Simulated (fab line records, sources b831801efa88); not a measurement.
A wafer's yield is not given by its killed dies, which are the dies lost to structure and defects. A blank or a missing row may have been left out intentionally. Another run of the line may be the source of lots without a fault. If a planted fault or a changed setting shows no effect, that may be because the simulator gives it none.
Problem report, 8D (eight disciplines) form, completed by code	flow gf180mcu	the parts of the form that need people (team, actions taken, sign-off) are left out

1. THE PROBLEM
A mean of 297.8 nm is read at GF_POLY_GATE_CD_MEAS_10 for cd nm, taken on 1 wafer of 1 lot, against 280.3 nm (standard deviation 1.1) on wafers free of any fault. Measured from the usual mean, that is +16 standard deviations.
The step: target cd 280 nm.
The first sign was on wafer L204.1 at day 11 15:50, on cd sem-01. At this step, 38 wafers from 13 lots have a number in the record. Rule for "out" (also "out of limits"): further than 4 standard deviations from the usual mean. All remaining wafers that have a number are taken as sound.

2. WHAT IT IS; WHAT IT IS NOT
question	is	is not
which readings at this step	cd nm	-
which lots	L204	L193, L196, L197, L199, L206, L208, L210, L211, L213, L214, L215, L216
which wafers of those lots	L204.1	L204.6
read on which gauges	cd sem-01	cd sem-02
when	from day 11 15:50	up to then (13 sound wafers); but 24 sound wafers of L206, L208, L210, L211, L213, L214, L215, L216 came after

3. SUSPECTS, AND WHAT RULES EACH OUT
Counting: if a tool at a process step up to the reading ran every lot that is out, it stays a suspect. Sound lots after the first of them don't rule it out here, since some wafers of a struck lot are sound.
- ruled out: the gauge at GF_POLY_GATE_CD_MEAS_10. All the wafers that are out were read on cd sem-01, but those of them that GF_POLY_GATE_PEB_08 has rows for are out there too, on other tools.
- plasma asher-03 at GF_NWELL_STRIP_10 (strips in O2/N2): kept. L204, the lot that is out, went through it at day 5 15:56; up to then, the latest sound lot through it was L197 at day 4 09:34.
- litho track-02 at GF_POLY_GATE_PEB_08 (peb time 90 s): kept. L204, the lot that is out, went through it at day 11 15:29; up to then, the latest sound lot through it was L199 at day 10 07:12. Out on those wafers are its own readings of heater power total W.
- At GF_NWELL_STRIP_10 on plasma asher-03, chamber 0 took the sound wafers of the same lots and chamber 1 took the wafers that are out.
Left after counting: plasma asher-03 at GF_NWELL_STRIP_10, litho track-02 at GF_POLY_GATE_PEB_08.

4. THE CAUSE (what the simulator had put in)
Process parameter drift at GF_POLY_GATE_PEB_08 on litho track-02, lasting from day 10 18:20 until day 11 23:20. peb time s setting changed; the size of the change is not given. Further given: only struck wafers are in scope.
Of the 2 suspects that counting leaves, this tool is one.

5. THE EFFECT CHAIN, in route order
Each row: a reading whose mean over the struck wafers that have a number lies more than 3 standard deviations from the usual. Readings are gone through only where the record gives a usual standard deviation; hours: the median, over the lots, of the time from a lot's start at the first step in this table giving one to that lot's start at this step; sigmas: the change measured in usual standard deviations.
hours	step	reading	usual	on struck wafers	change	sigmas
0	GF_POLY_GATE_PEB_08	heater power total W	85.71 W	104.55	+18.84	+99 or more
0	GF_POLY_GATE_CD_MEAS_10	cd nm	280.3 nm	297.8	+17.5	+16
The process steps in it:
- GF_POLY_GATE_PEB_08: peb time 90 s.

6. HOW IT WOULD HAVE BEEN CAUGHT EARLIER
In this record the first reading out of limits at a measuring or inspecting step was taken at day 11 15:50, 22 hours after the fault began at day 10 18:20.
Tool's own readings at GF_POLY_GATE_PEB_08, heater power total W: out on all struck wafers the step has rows for; an alarm limit on them would have tripped on the first.
The start of GF_POLY_GATE_PEB_08 on litho track-02 came by day 11 15:50 for every one of the lots that are out (1). Holding the tool at that point would not have protected any of them.
